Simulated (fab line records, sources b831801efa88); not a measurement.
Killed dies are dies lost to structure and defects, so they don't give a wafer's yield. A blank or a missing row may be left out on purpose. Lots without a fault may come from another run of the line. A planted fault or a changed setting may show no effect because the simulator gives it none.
Which tool did it? | flow gf180mcu | 14 lots, 40 wafers sampled, at 6 steps of a route of 602

WHAT THE GAUGES READ, wafer by wafer
GF_HV_LDD_THK_MEAS_57.
lot  | measured     | on            | HV_LDD_CVD_56_THK (nm)
L869 | day 13 03:13 | film_metro-03 | 89.9 90.7 90.3
L870 | day 13 18:01 | film_metro-03 | 89.3 89.2 89.8
L871 | day 13 20:03 | film_metro-01 | 89.4 90.1 89.2
L872 | day 14 09:23 | film_metro-01 | 90.9 90.4 89.9
L873 | day 14 19:57 | film_metro-01 | 89.8 90.1
L875 | day 14 23:38 | film_metro-04 | 90.2 90.1
L883 | day 17 22:56 | film_metro-01 | 91.6 91.2 90.9
L884 | day 18 00:56 | film_metro-01 | 90.0 90.4 90.3
L885 | day 18 07:24 | film_metro-03 | 89.6 90.0 89.1
L887 | day 18 23:33 | film_metro-01 | 91.6 90.5 91.6
L888 | day 19 08:26 | film_metro-04 | 90.0 90.0 89.7
L889 | day 19 20:21 | film_metro-03 | 88.9 87.7 89.0
L890 | day 19 23:01 | film_metro-04 | 90.0 90.7 90.3
L891 | day 20 05:35 | film_metro-03 | 89.4 89.7 90.4

GF_PSD_CD_MEAS_07: target cd 400 nm.
lot  | measured     | on        | cd_nm (nm)
L869 | day 14 20:44 | cd_sem-02 | 398.5 398.7 400.8
L870 | day 15 12:26 | cd_sem-01 | 401.6 402.4 400.7
L871 | day 15 13:44 | cd_sem-02 | 399.0 402.9 400.4
L872 | day 16 03:32 | cd_sem-01 | 400.1 397.1 400.7
L873 | day 16 15:13 | cd_sem-02 | 399.9 402.2
L875 | day 16 20:22 | cd_sem-02 | 396.4 396.6
L883 | day 20 00:20 | cd_sem-02 | 401.7 401.0 401.0
L884 | day 20 02:19 | cd_sem-02 | 399.5 398.2 395.6
L885 | day 20 08:40 | cd_sem-01 | 400.7 399.9 399.4
L887 | day 21 01:14 | cd_sem-01 | 400.8 404.2 402.9
L888 | day 21 10:10 | cd_sem-02 | 396.8 400.1 399.4
L889 | day 21 21:29 | cd_sem-02 | 400.0 399.9 399.5
L890 | day 21 23:35 | cd_sem-02 | 403.5 401.2 403.0
L891 | day 22 05:44 | cd_sem-02 | 397.5 396.1 397.9

GF_PSD_RS_MEAS_14: measures by four-point-probe.
lot  | measured     | on            | NSD_RS (ohm/sq)
L869 | day 14 21:21 | film_metro-01 | 46.15 45.96 46.07
L870 | day 15 13:02 | film_metro-02 | 45.96 46.14 46.14
L871 | day 15 14:20 | film_metro-03 | 46.05 46.02 46.23
L872 | day 16 04:12 | film_metro-03 | 44.96 46.08 46.01
L873 | day 16 15:50 | film_metro-01 | 45.01 46.20
L875 | day 16 20:58 | film_metro-01 | 44.99 45.97
L883 | day 20 00:56 | film_metro-03 | 46.09 46.12 46.22
L884 | day 20 02:58 | film_metro-02 | 46.19 46.11 46.12
L885 | day 20 09:22 | film_metro-02 | 46.04 46.07 46.16
L887 | day 21 01:50 | film_metro-03 | 46.16 46.07 46.10
L888 | day 21 10:47 | film_metro-02 | 46.15 46.10 46.16
L889 | day 21 22:06 | film_metro-02 | 46.01 45.97 46.05
L890 | day 22 00:11 | film_metro-02 | 46.11 46.16 46.18
L891 | day 22 06:20 | film_metro-03 | 46.00 45.98 46.00

GF_PSD_RS_MEAS_15: measures by four-point-probe.
lot  | measured     | on            | PSD_RS (ohm/sq)
L869 | day 14 21:28 | film_metro-01 | 108.40 108.46 108.37
L870 | day 15 13:09 | film_metro-02 | 108.43 108.43 108.60
L871 | day 15 14:27 | film_metro-03 | 108.61 108.46 108.43
L872 | day 16 04:19 | film_metro-03 | 105.54 108.58 108.45
L873 | day 16 15:58 | film_metro-01 | 105.71 108.67
L875 | day 16 21:05 | film_metro-01 | 105.59 108.06
L883 | day 20 01:03 | film_metro-03 | 108.62 108.45 108.73
L884 | day 20 03:05 | film_metro-02 | 108.48 108.72 108.68
L885 | day 20 09:29 | film_metro-02 | 108.51 108.40 108.74
L887 | day 21 01:57 | film_metro-03 | 108.63 108.60 108.40
L888 | day 21 10:54 | film_metro-02 | 108.35 108.61 108.19
L889 | day 21 22:13 | film_metro-02 | 108.12 107.88 108.04
L890 | day 22 00:19 | film_metro-02 | 108.62 108.90 108.54
L891 | day 22 06:28 | film_metro-03 | 108.36 107.99 108.44

GF_SALICIDE_THK_MEAS_05: measures by xrf.
lot  | measured     | on            | SALICIDE_TIN_THK (nm)
L869 | day 15 20:17 | film_metro-02 | 19.90 19.66 19.43
L870 | day 16 11:13 | film_metro-02 | 19.83 20.00 19.47
L871 | day 16 13:31 | film_metro-01 | 19.63 19.68 19.88
L872 | day 17 03:25 | film_metro-04 | 19.58 19.47 19.65
L873 | day 17 15:22 | film_metro-04 | 19.84 19.76
L875 | day 17 21:17 | film_metro-04 | 19.52 19.66
L883 | day 21 01:57 | film_metro-01 | 20.17 19.70 19.92
L884 | day 21 03:58 | film_metro-01 | 19.22 19.43 19.60
L885 | day 21 10:43 | film_metro-04 | 19.92 19.57 19.34
L887 | day 22 02:30 | film_metro-02 | 19.63 19.76 19.84
L888 | day 22 11:02 | film_metro-02 | 19.69 19.67 19.92
L889 | day 22 22:37 | film_metro-02 | 19.58 19.87 20.12
L890 | day 22 23:55 | film_metro-02 | 19.71 19.34 19.75
L891 | day 23 06:05 | film_metro-01 | 19.89 19.69 19.72

WHICH TOOL RAN EACH LOT (tool, then ch and the chambers of the sampled wafers, then the start)
lot  | GF_PSD_RTA_13
L869 | rtp_anneal-01 ch 0, day 14 21:16
L870 | rtp_anneal-01 ch 0, day 15 12:57
L871 | rtp_anneal-01 ch 0, day 15 14:15
L872 | rtp_anneal-01 ch 0, day 16 04:07
L873 | rtp_anneal-01 ch 0, day 16 15:46
L875 | rtp_anneal-01 ch 0, day 16 20:52
L883 | rtp_anneal-01 ch 0, day 20 00:51
L884 | rtp_anneal-02 ch 0, day 20 02:53
L885 | rtp_anneal-02 ch 0, day 20 09:11
L887 | rtp_anneal-01 ch 0, day 21 01:45
L888 | rtp_anneal-01 ch 0, day 21 10:41
L889 | rtp_anneal-01 ch 0, day 21 22:01
L890 | rtp_anneal-02 ch 0, day 22 00:06
L891 | rtp_anneal-01 ch 0, day 22 06:16
- GF_PSD_RTA_13: time 20 s.

WHAT THE TOOLS THEMSELVES READ (means of the sampled wafers that have a number; where no wafer has one, the mark that the record gives instead)
GF_PSD_RTA_13.
lot  | tool          | lamp_power_pct (%) | run_length_s (s) | wafer_temp_C_max
L869 | rtp_anneal-01 | 32.3               | 48.6             | 1028.8
L870 | rtp_anneal-01 | 32.3               | 48.8             | 1027.9
L871 | rtp_anneal-01 | 32.3               | 48.6             | 1028.6
L872 | rtp_anneal-01 | 32.3               | 50.4             | 1028.9
L873 | rtp_anneal-01 | 32.3               | 51.2             | 1027.8
L875 | rtp_anneal-01 | 32.3               | 51.1             | 1028.6
L883 | rtp_anneal-01 | 32.3               | 48.6             | 1027.6
L884 | rtp_anneal-02 | 34.7               | 48.6             | 1031.1
L885 | rtp_anneal-02 | 34.7               | 50.7             | 1030.1
L887 | rtp_anneal-01 | 32.3               | 48.4             | 1028.0
L888 | rtp_anneal-01 | 32.3               | 48.6             | 1027.9
L889 | rtp_anneal-01 | 32.3               | 48.4             | 1027.9
L890 | rtp_anneal-02 | 34.7               | 48.7             | 1029.9
L891 | rtp_anneal-01 | 32.3               | 48.6             | 1029.8

THE ANSWER, worked out from the rows above alone
Rule: what is usual is taken from the lots themselves. Put in order of their means at a reading, lots are off if they are a third of the lots or fewer, leave a main group of 4 or more, and stand apart from it by a gap of 3 or more times the standard deviation of the main group's means; of several such gaps the widest counts. A main group whose means are all the same, to the digits that the tables above print for the reading, isn't used. A lot without any number at a reading at which 4 lots or more have one is off too. The other lots that the step has rows for count as sound. The gauges are gone through in route order, then the tools' own readings, and for those a lot's mean is taken as printed above. The first step at which some lot is off is used, and at that step the reading that is off furthest; a lot without a number counts as furthest.
Off: L872, L873, L875, at GF_PSD_RS_MEAS_14 (NSD_RS). The main group: mean 46.09 ohm/sq, standard deviation 0.051.
A tool fits if, at a process step before that reading, it ran every lot that is off, and no sound lot after the first of them. The gauges at GF_PSD_RS_MEAS_14 aren't tried: what is off there is off at GF_PSD_RTA_13 too, on other tools, and a gauge's error can't cause that. None of those tried fits.

WHAT THE SIMULATOR HAD PUT IN
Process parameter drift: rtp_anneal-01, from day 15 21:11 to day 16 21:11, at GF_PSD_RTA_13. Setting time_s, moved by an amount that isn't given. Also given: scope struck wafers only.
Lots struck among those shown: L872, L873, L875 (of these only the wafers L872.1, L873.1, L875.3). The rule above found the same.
